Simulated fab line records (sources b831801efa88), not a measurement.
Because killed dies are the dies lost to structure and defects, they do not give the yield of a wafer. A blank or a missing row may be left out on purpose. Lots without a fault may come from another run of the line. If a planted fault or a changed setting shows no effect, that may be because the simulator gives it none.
2 desks, one fault || flow sky130 || each desk has only its own numbers; what lay behind them comes last

## FROM THE METROLOGY DESK
What the gauges read for every lot (on any tool): the sampled wafers with a number, averaged. A lot is out of limits, marked OUT, if its mean lies more than 4 standard deviations from the usual mean; the brackets give that distance.
Columns: A = PAD_OPEN_BOW at SKY_PAD_OPEN_BOW_MEAS_13, usual 48 um
{"lot": "L142", "first seen here": "day 46 17:12", "A": 56}
{"lot": "L144", "first seen here": "day 47 02:02", "A": 54}
{"lot": "L146", "first seen here": "day 47 11:49", "A": "116 (+7.5) OUT"}
{"lot": "L147", "first seen here": "day 47 21:31", "A": "107 (+6.5) OUT"}
{"lot": "L151", "first seen here": "day 48 18:22", "A": 55}
{"lot": "L155", "first seen here": "day 49 17:44", "A": 45}
{"lot": "L156", "first seen here": "day 49 19:34", "A": 35}
{"lot": "L158", "first seen here": "day 50 05:54", "A": 57}
{"lot": "L161", "first seen here": "day 50 15:34", "A": 64}
{"lot": "L162", "first seen here": "day 50 17:31", "A": 48}
This desk finds L146, L147 out of limits, with the earliest case on L146 at day 47 11:49 (PAD_OPEN_BOW at SKY_PAD_OPEN_BOW_MEAS_13). L142, L144, L151, L155, L156, L158, L161, L162: within limits.

## TOOL OWNER'S DESK, furnace-02
SKY_PAD_OPEN_ANNEAL_12, tool's own readings: per-lot mean of the sampled wafers with a number, covering each lot this tool ran. A lot is out of limits, marked OUT, if its mean lies more than 4 standard deviations from the usual mean; the brackets give that distance.
Columns: A = rampDownCPerMin at SKY_PAD_OPEN_ANNEAL_12, usual 4.0000; B = rampUpCPerMin at SKY_PAD_OPEN_ANNEAL_12, usual 8.0001; C = zonePowerUpperPct at SKY_PAD_OPEN_ANNEAL_12, usual 4.52 %
{"lot": "L142", "first seen here": "day 46 15:42", "A": 4.0001, "B": 7.9992, "C": 4.47}
{"lot": "L144", "first seen here": "day 47 00:32", "A": 3.9999, "B": 8.0006, "C": 4.42}
{"lot": "L151", "first seen here": "day 48 16:52", "A": 4.0000, "B": 8.0003, "C": 4.50}
{"lot": "L155", "first seen here": "day 49 16:13", "A": 3.9998, "B": 7.9993, "C": 4.49}
{"lot": "L156", "first seen here": "day 49 18:02", "A": 3.9998, "B": 7.9995, "C": 4.48}
{"lot": "L158", "first seen here": "day 50 04:24", "A": 4.0004, "B": 7.9985, "C": 4.44}
{"lot": "L162", "first seen here": "day 50 15:58", "A": 4.0005, "B": 7.9998, "C": 4.49}
This desk's verdict: no lot among the 7 shows anything out of limits.

## TAKEN TOGETHER
On L146, L147, the metrology desk was in a position to raise an alarm at day 47 11:49.
The desk of the tool owner found nothing out of limits.
The tool owner's desk has no number on record for L146, L147.
On furnace-02, each named lot ran SKY_PAD_OPEN_ANNEAL_12.

## WHAT HAD BEEN PUT IN BY THE SIMULATOR
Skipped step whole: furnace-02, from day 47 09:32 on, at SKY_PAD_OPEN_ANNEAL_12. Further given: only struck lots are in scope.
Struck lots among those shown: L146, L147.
Hours from the fault's start to each desk's first reading out of limits: the metrology desk, 2.
